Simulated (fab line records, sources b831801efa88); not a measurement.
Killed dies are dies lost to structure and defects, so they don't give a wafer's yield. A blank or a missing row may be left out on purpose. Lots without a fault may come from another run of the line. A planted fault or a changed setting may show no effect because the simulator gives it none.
fab line records | flow sky130
record lots=6 wafers=18 last_day=50
route steps=708 shown POLY_GATE@219 PAD_OPEN@708
lots that met no fault: from a run of the same line without faults
start_h: hours from the record's first day to the start of the lot's first wafer shown | wait_h: hours since the lot's step before | " the same as in the row above | L1.1+2: a row that stands for several wafers | - no value, or no start given | * or withheld: withheld | < > ~ a bound
route shown NAME@n: a module of which the file shows steps, and the number in the route of the first | usual: mean/standard deviation of fault-free wafers | same: alike in all rows | chamber/n: place in a boat | sites: the reading at each site | _std_site: their standard deviation | _edge_site: outer sites' mean less inner sites' | radius_mm: how far each site lies from the wafer's centre | mask NAME#n: copy n | behind: the tool/chamber that last shaped the wafer | hold: why the lot was held/for how many hours/how that ended | device: the transistor (n, p or np) that didn't switch | end of line: the same wafers' tests at the end of the route | a step without rows: its recipe alone | killed: dies lost to structure and defects at the first sort, not the wafer's yield | map: a wafer's dies, x killed, . not, _ none there
set.NAME: the setting as run; set.NAME@STEP: as run at that earlier step | model.NAME: the simulator's own value behind a step, which no gauge read
lots at some steps of the route; a table a step, a row a wafer
services: from which hour (start_h, from the record's first day; less than 0 if before it) a tool's chamber was out of use, for how many hours, and why
## steps
# step SKY_POLY_GATE_DEHYDRATE_05
# recipe temp_c=200 time_s=60
# step SKY_POLY_GATE_HMDS_06
# recipe prime_time_s=60 prime_temp_c=120
# step SKY_POLY_GATE_COAT_07
# recipe resist=BARC temp_c=withheld time_s=withheld spin_rpm=3000 resist_thk_nm=110
# step SKY_POLY_GATE_COAT_08
# recipe resist=KrF-thick spin_rpm=3000 resist_thk_nm=450
# step SKY_POLY_GATE_SOFTBAKE_09
# recipe temp_c=99.37 time_s=90 resist=KrF-thick
# step SKY_POLY_GATE_EXPOSE_10
# recipe mask_id=P1M na=0.68 source_shape=conventional sigma_outer=0.6 target_cd_nm=150 dose_mj=28
# step SKY_POLY_GATE_PEB_11
# recipe peb_temp_c=withheld peb_time_s=withheld resist=KrF-thick
# step SKY_POLY_GATE_DEVELOP_12
# recipe develop_time_s=60 resist=KrF-thick dev_temp_c=21
# step SKY_POLY_GATE_CD_MEAS_13
# recipe target_cd_nm=150
# usual cd_nm=150.2/1.2
# columns lot.wafer tool chamber start_h wait_h cd_nm
L879.3 cd_sem-01 - 459.89 - 149.9
L879.5 " - " " 149.7
L879.6 " - " " 148.0
L881.2 cd_sem-02 - 490.80 - 149.1
L881.4 " - " " 148.7
L881.5 " - " " 149.1
L883.1 cd_sem-01 - 511.90 - 150.1
L883.2 " - " " 151.5
L883.4 " - " " 150.7
L889.4 cd_sem-01 - 542.63 - 149.7
L889.5 " - " " 150.6
L889.6 " - " " 150.5
L892.2 cd_sem-02 - 563.65 - 151.5
L892.3 " - " " 151.6
L892.5 " - " " 151.5
L893.1 cd_sem-02 - 569.84 - 149.2
L893.2 " - " " 148.2
L893.4 " - " " 148.7
# step SKY_POLY_GATE_OVL_MEAS_14
# usual POLY_GATE_OVL=3/6.8
# columns lot.wafer tool chamber start_h wait_h POLY_GATE_OVL[nm]
L879.3 overlay-01 - 459.98 0.1 19
L879.5 " - " " 19
L879.6 " - " " 11
L881.2 overlay-01 - 490.90 0.1 2
L881.4 " - " " -5
L881.5 " - " " 6
L883.1 overlay-01 - 512.02 0.1 6
L883.2 " - " " 6
L883.4 " - " " 4
L889.4 overlay-02 - 542.70 0.1 -2
L889.5 " - " " 13
L889.6 " - " " 4
L892.2 overlay-01 - 563.75 0.1 0
L892.3 " - " " -7
L892.5 " - " " -4
L893.1 overlay-02 - 569.96 0.1 1
L893.2 " - " " 10
L893.4 " - " " 13
# step SKY_POLY_GATE_ETCH_15
# recipe chemistry=N2/H2 target=BARC ion_energy_ev=200 source_w=500 bias_w=100 pressure_mtorr=30 n2_flow_sccm=100 h2_flow_sccm=200 stop_on=SiO2 time_s=118.5 target_depth_a=1100
# usual chamber_pressure_mTorr=29.999/0.027 drypump_motor_current_A=5.7/0.47 oes_product_au=0.716/0.0043 rf_fwd_power_W=497.7/1.6 run_length_s=146.53/0.25 throttle_valve_pct=13.213/0.0093
# columns lot.wafer tool chamber start_h wait_h chamber_pressure_mTorr drypump_motor_current_A oes_product_au rf_fwd_power_W rf_hours_counter_h run_length_s throttle_valve_pct
L879.3 rie_diel-01 3 460.00 0.0 30.010 4.8 0.714 499.4 76 146.40 13.223
L879.5 " 1 " " 29.962 5.8 0.711 499.9 - 146.96 13.223
L879.6 " 0 " " 30.025 6.4 0.717 497.6 - 146.89 13.228
L881.2 rie_diel-03 0 490.93 0.0 30.031 5.9 0.712 499.7 83 146.29 13.208
L881.4 " 2 " " 29.989 5.5 0.717 494.1 34 146.06 13.222
L881.5 " 3 " " 30.051 5.6 0.721 499.0 - 146.97 13.225
L883.1 rie_diel-03 0 512.05 0.0 30.013 5.9 0.720 497.7 84 146.29 13.213
L883.2 " 3 " " 30.001 5.6 0.716 497.7 52 147.01 13.198
L883.4 " 1 " " 29.982 5.8 0.717 498.4 11 146.43 13.211
L889.4 rie_diel-01 3 542.72 0.0 29.977 4.8 0.716 500.0 78 146.46 13.205
L889.5 " 2 " " 30.037 5.4 0.726 498.3 - 147.08 13.220
L889.6 " 1 " " 30.011 5.7 0.708 501.5 - 146.43 13.205
L892.2 rie_diel-01 1 563.78 0.0 29.959 5.7 0.716 496.3 35 146.69 13.209
L892.3 " 0 " " 30.067 6.4 0.715 498.9 16 146.29 13.207
L892.5 " 0 " " 30.028 6.4 0.719 499.4 - 146.40 13.222
L893.1 rie_diel-03 3 569.99 0.0 29.998 5.5 0.713 497.0 54 146.68 13.206
L893.2 " 1 " " 30.002 5.8 0.714 500.4 12 146.82 13.211
L893.4 " 2 " " 30.007 5.5 0.717 495.6 - 146.42 13.196
# step SKY_POLY_GATE_ETCH_16
# recipe stop_on=poly-Si chemistry=CH3F/O2 target=Si3N4 source_w=400 bias_w=80 pressure_mtorr=25 ch3f_flow_sccm=40 O2_flow_sccm=30 time_s=147.5 target_depth_a=750
# usual chamber_pressure_mTorr=25.000/0.023 drypump_motor_current_A=5.7/0.47 oes_product_au=0.641/0.0051 rf_fwd_power_W=398.6/1.2 run_length_s=175.55/0.28 throttle_valve_pct=10.536/0.0088
# columns lot.wafer tool chamber start_h wait_h chamber_pressure_mTorr drypump_motor_current_A oes_product_au rf_fwd_power_W rf_hours_counter_h run_length_s throttle_valve_pct
L879.3 rie_diel-01 3 460.08 0.0 24.968 4.8 0.641 399.0 76 175.50 10.539
L879.5 " 1 " " 24.994 5.7 0.633 396.8 - 175.37 10.547
L879.6 " 0 " " 25.010 6.3 0.640 400.4 - 175.78 10.529
L881.2 rie_diel-03 0 491.01 0.0 24.996 5.9 0.631 400.7 83 175.83 10.540
L881.4 " 2 " " 24.994 5.5 0.642 397.7 34 175.65 10.530
L881.5 " 3 " " 24.992 5.6 0.646 399.3 - 175.54 10.520
L883.1 rie_diel-03 0 512.13 0.0 24.988 5.9 0.651 399.6 84 175.65 10.538
L883.2 " 3 " " 24.964 5.6 0.641 400.0 52 176.13 10.538
L883.4 " 1 " " 24.987 5.7 0.644 398.1 11 175.31 10.539
L889.4 rie_diel-01 3 542.80 0.0 25.041 4.9 0.646 398.2 78 175.75 10.534
L889.5 " 2 " " 25.025 5.4 0.638 399.3 - 175.55 10.513
L889.6 " 1 " " 25.044 5.7 0.643 399.3 - 175.38 10.555
L892.2 rie_diel-01 1 563.86 0.0 25.017 5.7 0.640 397.7 35 175.26 10.547
L892.3 " 0 " " 24.945 6.4 0.638 400.0 16 175.48 10.543
L892.5 " 0 " " 24.986 6.4 0.642 400.3 - 175.83 10.543
L893.1 rie_diel-03 3 570.08 0.0 25.007 5.5 0.641 399.6 54 175.59 10.527
L893.2 " 1 " " 25.029 5.8 0.652 399.8 12 175.90 10.540
L893.4 " 2 " " 24.999 5.5 0.638 400.9 - 176.00 10.548
# step SKY_POLY_GATE_ETCH_17
# recipe target_depth_nm=180 stop_on=SiO2 over_etch_frac=0.56667 chemistry=HBr/Cl2 target=poly-Si icp_w=400 bias_w=100 pressure_mtorr=10 HBr_flow_sccm=150 Cl2_flow_sccm=50 time_s=70.5
# usual chamber_pressure_mTorr=10.000/0.0099 drypump_motor_current_A=5.5/0.43 oes_product_au=0.986/0.0071 rf_fwd_power_W=397.2/1.6 run_length_s=98.9/0.38 throttle_valve_pct=33.685/0.0095
# columns lot.wafer tool chamber start_h wait_h chamber_pressure_mTorr drypump_motor_current_A oes_product_au rf_fwd_power_W rf_hours_counter_h run_length_s throttle_valve_pct model.KrF-thick_of_POLY_GATE_COAT_08.thk_nm model.POLY_GATE.feature_depth_nm model.etch.depth_nm
L879.3 rie_si-01 1 460.18 0.0 10.010 5.6 0.993 397.5 6 98.3 33.682 137.6 179.3 179.3
L879.5 " 2 " " 10.016 5.9 0.987 394.3 - 99.4 33.689 135.2 179.1 179.1
L879.6 " 3 " " 10.003 5.9 0.982 396.9 - 98.8 33.695 136.5 177.9 177.9
L881.2 rie_si-02 0 491.11 0.0 9.997 5.4 0.898 400.3 4 111.6 33.688 124.8 181.8 181.2
L881.4 " 1 " " 10.012 5.2 0.886 399.9 7 111.3 33.695 123.4 181.6 181
L881.5 " 0 " " 10.006 5.4 0.893 398.6 - 111.6 33.701 128.5 180.8 180.3
L883.1 rie_si-02 0 512.23 0.0 10.009 5.4 0.888 399.1 4 111.8 33.673 125 180 179.5
L883.2 " 3 " " 9.992 6.2 0.887 399.5 2 112.1 33.689 129.3 180 179.6
L883.4 " 2 " " 9.995 5.1 0.895 393.8 37 111.7 33.667 130.6 181.2 180.7
L889.4 rie_si-01 2 542.90 0.0 9.989 5.9 0.995 395.7 1 99.4 33.678 136.7 179.1 179.1
L889.5 " 3 " " 9.988 5.9 0.985 396.6 - 98.9 33.681 137.2 177.2 177.2
L889.6 " 0 " " 10.007 4.9 0.983 398.4 - 99.2 33.694 138.1 179 179
L892.2 rie_si-02 2 563.96 0.0 9.997 5.2 0.974 394.4 37 99.3 33.686 143.4 176.2 176.2
L892.3 " 0 " " 9.990 5.4 0.984 396.4 4 98.5 33.697 141.5 176.5 176.5
L892.5 " 1 " " 9.996 5.2 0.981 395.9 - 98.9 33.694 139 174.7 174.7
L893.1 rie_si-01 0 570.18 0.0 9.999 4.9 0.988 394.4 27 99.3 33.672 140.5 179.5 179.5
L893.2 " 3 " " 10.002 5.9 0.990 397.4 8 99.0 33.678 146.3 178.9 178.9
L893.4 " 1 " " 9.997 5.6 0.992 399.0 6 98.2 33.693 142.2 178 178
# step SKY_POLY_GATE_STRIP_18
# recipe chemistry=O2/N2 power_w=1365 pressure_mtorr=1500 platen_temp_c=withheld o2_flow_sccm=3000 n2_flow_sccm=300 overash_fraction=0.5
# usual chamber_pressure_mTorr=1500.0/1.3 drypump_motor_current_A=5.65/0.21 oes_product_au=0.361/0.005 strip_time_to_endpoint_s=3.24/0.043
# columns lot.wafer tool chamber start_h wait_h chamber_pressure_mTorr drypump_motor_current_A oes_product_au rf_hours_counter_h strip_time_to_endpoint_s
L879.3 plasma_asher-01 0 460.27 0.1 1499.6 5.46 0.361 - 3.20
L879.5 " 0 " " 1499.0 5.46 0.353 - 3.19
L879.6 " 1 " " 1497.9 5.48 0.359 - 3.21
L881.2 plasma_asher-02 1 491.17 0.0 1499.9 5.48 0.349 73 3.06
L881.4 " 1 " " 1500.2 5.49 0.355 - 3.02
L881.5 " 1 " " 1501.8 5.49 0.356 - 3.10
L883.1 plasma_asher-02 1 512.29 0.0 1498.4 5.47 0.357 75 3.05
L883.2 " 0 " " 1500.6 5.64 0.352 75 3.11
L883.4 " 0 " " 1500.1 5.66 0.356 - 3.15
L889.4 plasma_asher-03 1 542.99 0.1 1499.8 5.91 0.355 - 3.19
L889.5 " 1 " " 1500.3 5.91 0.366 - 3.21
L889.6 " 0 " " 1501.2 5.95 0.368 - 3.21
L892.2 plasma_asher-01 0 564.02 0.0 1501.4 5.42 0.356 45 3.26
L892.3 " 0 " " 1498.8 5.42 0.352 - 3.25
L892.5 " 0 " " 1499.7 5.45 0.356 - 3.22
L893.1 plasma_asher-03 0 570.23 0.0 1497.6 5.97 0.359 16 3.24
L893.2 " 1 " " 1497.9 5.92 0.362 16 3.30
L893.4 " 0 " " 1500.3 5.98 0.360 - 3.25
# step SKY_POLY_GATE_CLEAN_19
# recipe chemistry=SC1/SC2 mix=1:4:20 temp_c=70 time_s=150 dry=n2_spin
# step SKY_PAD_OPEN_PROBE_99
# usual killed_at_M0_to_M3=42/6.7 killed_at_M4_up=3.4/2 killed_at_contacts=24/5.1 killed_at_front_end=14/4.2 killed_at_other=0.2/0.49 killed_dies=84/8.4 killed_open=46/7 killed_short=39/5.8
# same gross_dies=492 killed_at_back_side=0
# columns lot.wafer tool chamber start_h wait_h killed_at_M0_to_M3 killed_at_M4_up killed_at_contacts killed_at_front_end killed_at_other killed_dies killed_open killed_short model.etest.tip_sonos.rs_ohm_sq model.etest.tip_n.rs_ohm_sq
L879.3 prober-01 - 1136.76 0.2 38 5 26 11 0 80 45 35 2597 440.1
L879.5 prober-01 - 1136.86 0.2 38 5 26 12 1 82 43 39 2641 440.3
L879.6 prober-01 - 1136.91 0.2 31 5 28 14 0 78 43 35 2619 436.8
L881.2 prober-01 - 1159.20 0.1 42 3 22 10 0 77 44 33 2476 437.3
L881.4 prober-01 - 1159.30 0.2 53 4 30 12 0 99 69 30 2514 440.6
L881.5 prober-01 - 1159.35 0.2 37 2 36 14 0 89 48 41 2492 436.8
L883.1 prober-01 - 1172.87 0.1 34 3 17 17 0 71 34 37 2539 434
L883.2 prober-01 - 1172.92 0.1 50 1 36 11 0 98 62 36 2586 437.6
L883.4 prober-01 - 1173.02 0.2 40 4 29 16 1 90 52 38 2587 441.4
L889.4 prober-02 - 1187.40 0.2 45 5 24 11 0 85 50 35 2625 446.3
L889.5 prober-02 - 1187.45 0.2 38 6 28 16 1 89 45 44 2679 447.3
L889.6 prober-02 - 1187.50 0.2 29 1 27 16 0 73 40 33 2669 446.8
L892.2 prober-01 - 1199.49 0.1 36 5 18 15 0 74 37 37 2607 443.9
L892.3 prober-01 - 1199.54 0.2 48 4 32 4 0 88 46 42 2613 445.6
L892.5 prober-01 - 1199.64 0.2 46 2 20 17 0 85 47 38 2592 443.2
L893.1 prober-01 - 1207.42 0.1 40 9 25 12 0 86 40 46 2651 448.2
L893.2 prober-01 - 1207.47 0.1 53 2 29 14 0 98 55 43 2666 444.6
L893.4 prober-01 - 1207.57 0.2 45 2 23 11 0 81 50 31 2629 446.7
# killed by level:class
L879.3 CONTACT:geometric_particle:open=13 VIA3:geometric_particle:open=10 VIA1:geometric_particle:open=7 CONTACT:geometric_particle:short=6 VIA1:geometric_particle:short=6 LI_CONTACT:geometric_particle:open=5 FIELD_ISO:geometric_particle:open=4 FIELD_ISO:geometric_particle:short=3
L879.5 CONTACT:geometric_particle:open=9 LI_CONTACT:geometric_particle:open=8 VIA1:geometric_particle:open=8 METAL1:geometric_particle:short=6 LOCAL_INTERCONNECT:geometric_particle:short=5 VIA3:geometric_particle:open=5 METAL2:geometric_particle:short=5 METAL3:geometric_particle:short=4
L879.6 LI_CONTACT:geometric_particle:open=13 VIA1:geometric_particle:open=8 POLY_GATE:geometric_particle:short=6 CONTACT:geometric_particle:open=6 CONTACT:geometric_particle:short=5 METAL1:geometric_particle:short=4 VIA2:geometric_particle:short=4 VIA3:geometric_particle:open=4
L881.2 VIA1:geometric_particle:open=10 CONTACT:geometric_particle:open=8 LI_CONTACT:geometric_particle:open=7 VIA3:geometric_particle:open=6 VIA1:geometric_particle:short=5 VIA2:geometric_particle:open=5 VIA3:geometric_particle:short=5 POLY_CUT:geometric_particle:short=3
L881.4 VIA1:geometric_particle:open=22 CONTACT:geometric_particle:open=14 VIA3:geometric_particle:open=10 LI_CONTACT:geometric_particle:open=8 FIELD_ISO:geometric_particle:open=5 CONTACT:geometric_particle:short=4 VIA3:geometric_particle:short=4 METAL3:geometric_particle:short=4
L881.5 CONTACT:geometric_particle:open=15 VIA1:geometric_particle:open=11 LOCAL_INTERCONNECT:geometric_particle:short=8 CONTACT:geometric_particle:short=8 VIA3:geometric_particle:open=7 FIELD_ISO:geometric_particle:short=6 POLY_GATE:geometric_particle:open=4 VIA1:geometric_particle:short=4
L883.1 VIA1:geometric_particle:open=7 VIA3:geometric_particle:open=6 LOCAL_INTERCONNECT:geometric_particle:short=6 SPACER:geometric_particle:short=4 LI_CONTACT:geometric_particle:open=4 METAL1:geometric_particle:short=4 METAL3:geometric_particle:short=4 FIELD_ISO:geometric_particle:short=3
L883.2 CONTACT:geometric_particle:open=15 VIA1:geometric_particle:open=15 LI_CONTACT:geometric_particle:open=11 VIA2:geometric_particle:open=7 LOCAL_INTERCONNECT:geometric_particle:short=6 METAL1:geometric_particle:short=6 VIA3:geometric_particle:open=5 METAL2:geometric_particle:short=4
L883.4 VIA3:geometric_particle:open=9 VIA1:geometric_particle:open=9 CONTACT:geometric_particle:open=9 CONTACT:geometric_particle:short=7 FIELD_ISO:geometric_particle:short=5 LI_CONTACT:geometric_particle:short=5 LI_CONTACT:geometric_particle:open=5 VIA2:geometric_particle:open=5
L889.4 VIA1:geometric_particle:open=10 CONTACT:geometric_particle:open=8 VIA3:geometric_particle:open=8 LI_CONTACT:geometric_particle:open=7 VIA2:geometric_particle:open=6 VIA1:geometric_particle:short=6 METAL2:geometric_particle:short=6 METAL4:geometric_particle:short=4
L889.5 CONTACT:geometric_particle:short=9 CONTACT:geometric_particle:open=7 VIA3:geometric_particle:open=7 FIELD_ISO:geometric_particle:open=6 VIA2:geometric_particle:open=6 METAL4:geometric_particle:short=6 LI_CONTACT:geometric_particle:open=5 VIA1:geometric_particle:open=5
L889.6 VIA1:geometric_particle:open=8 LI_CONTACT:geometric_particle:open=8 CONTACT:geometric_particle:open=8 CONTACT:geometric_particle:short=6 POLY_GATE:geometric_particle:short=5 LI_CONTACT:geometric_particle:short=5 VIA1:geometric_particle:short=5 FIELD_ISO:geometric_particle:open=4
L892.2 VIA3:geometric_particle:short=7 CONTACT:geometric_particle:open=6 VIA1:geometric_particle:open=6 VIA2:geometric_particle:open=6 LOCAL_INTERCONNECT:geometric_particle:short=5 POLY_GATE:geometric_particle:short=4 VIA2:geometric_particle:short=4 METAL4:geometric_particle:short=4
L892.3 LI_CONTACT:geometric_particle:open=12 METAL1:geometric_particle:short=10 VIA1:geometric_particle:open=9 CONTACT:geometric_particle:open=8 VIA1:geometric_particle:short=6 LOCAL_INTERCONNECT:geometric_particle:short=4 CONTACT:geometric_particle:short=4 VIA2:geometric_particle:open=4
L892.5 VIA1:geometric_particle:open=10 VIA2:geometric_particle:open=8 METAL2:geometric_particle:short=6 VIA3:geometric_particle:open=6 LI_CONTACT:geometric_particle:open=5 METAL1:geometric_particle:short=5 POLY_GATE:geometric_particle:short=4 POLY_GATE:geometric_particle:open=4
L893.1 METAL4:geometric_particle:short=9 LI_CONTACT:geometric_particle:open=8 CONTACT:geometric_particle:short=8 METAL2:geometric_particle:short=8 CONTACT:geometric_particle:open=6 METAL1:geometric_particle:open=6 METAL1:geometric_particle:short=4 VIA1:geometric_particle:open=4
L893.2 VIA1:geometric_particle:open=12 CONTACT:geometric_particle:open=10 LI_CONTACT:geometric_particle:open=8 METAL1:geometric_particle:short=7 VIA3:geometric_particle:open=7 POLY_GATE:geometric_particle:short=5 CONTACT:geometric_particle:short=5 METAL2:geometric_particle:short=5
L893.4 VIA1:geometric_particle:open=13 CONTACT:geometric_particle:open=10 LI_CONTACT:geometric_particle:open=7 VIA1:geometric_particle:short=5 VIA2:geometric_particle:open=5 FIELD_ISO:geometric_particle:open=4 VIA3:geometric_particle:open=4 METAL1:geometric_particle:short=4
## services
# columns tool chamber start_h hours kind
rie_si-01 2 441.22 4.3 repair
rie_si-01 1 460.52 1.6 repair
rie_diel-03 3 465.61 6.5 repair
rie_si-01 0 466.51 8.4 repair
plasma_asher-02 - 473.15 14.6 pm
rie_diel-01 1 475.95 14.6 repair
plasma_asher-01 - 511.59 14.6 pm
rie_diel-01 - 528.40 0.6 repair
rie_diel-01 - 538.12 2.8 pm
rie_si-01 3 545.03 11.4 repair
rie_diel-03 2 551.39 2.1 repair
rie_diel-03 0 553.49 - clean
rie_diel-03 0 553.49 24.2 scheduled_down
rie_diel-03 0 553.49 24.2 vent_cycle
plasma_asher-02 - 561.19 24.3 repair
plasma_asher-02 - 561.22 2.3 repair
rie_diel-01 3 568.89 - clean
rie_diel-01 3 568.89 19.9 scheduled_down
rie_diel-01 3 568.89 19.9 vent_cycle
rie_diel-01 - 569.51 0.1 repair
## key
first_sign step=SKY_POLY_GATE_ETCH_17 reading=run_length_s direction=up sigmas=34 usual=* struck=*
effect step=SKY_POLY_GATE_ETCH_17 reading=oes_product_au direction=down sigmas=13 usual=0.986 struck=0.891
effect step=SKY_POLY_GATE_STRIP_18 reading=strip_time_to_endpoint_s direction=down sigmas=3.6 usual=* struck=*
model_effect step=SKY_POLY_GATE_ETCH_17 value=KrF-thick_of_POLY_GATE_COAT_08.thk_nm without=143.7 struck=126.9
model_effect step=SKY_PAD_OPEN_PROBE_99 value=etest.tip_sonos.rs_ohm_sq without=2668 struck=2533
met_at SKY_POLY_GATE_ETCH_17
struck_wafers L881.2,L881.4,L881.5,L883.1,L883.2,L883.4
tester_left_out L881,L883
fault kind=process_parameter_drift tool=rie_si-02 chamber=- onset_h=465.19 steps=SKY_POLY_GATE_ETCH_17 channel=time_s offset=* shape=step end_h=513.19 acts_in=* stated=*
# tester_left_out: of these lots the tester's yield and bins aren't shown, on N5 and GAA mostly nor the transistor test; their killed dies are dies lost to structure and defects alone, not to doping, threshold or leakage, so they don't give the yield
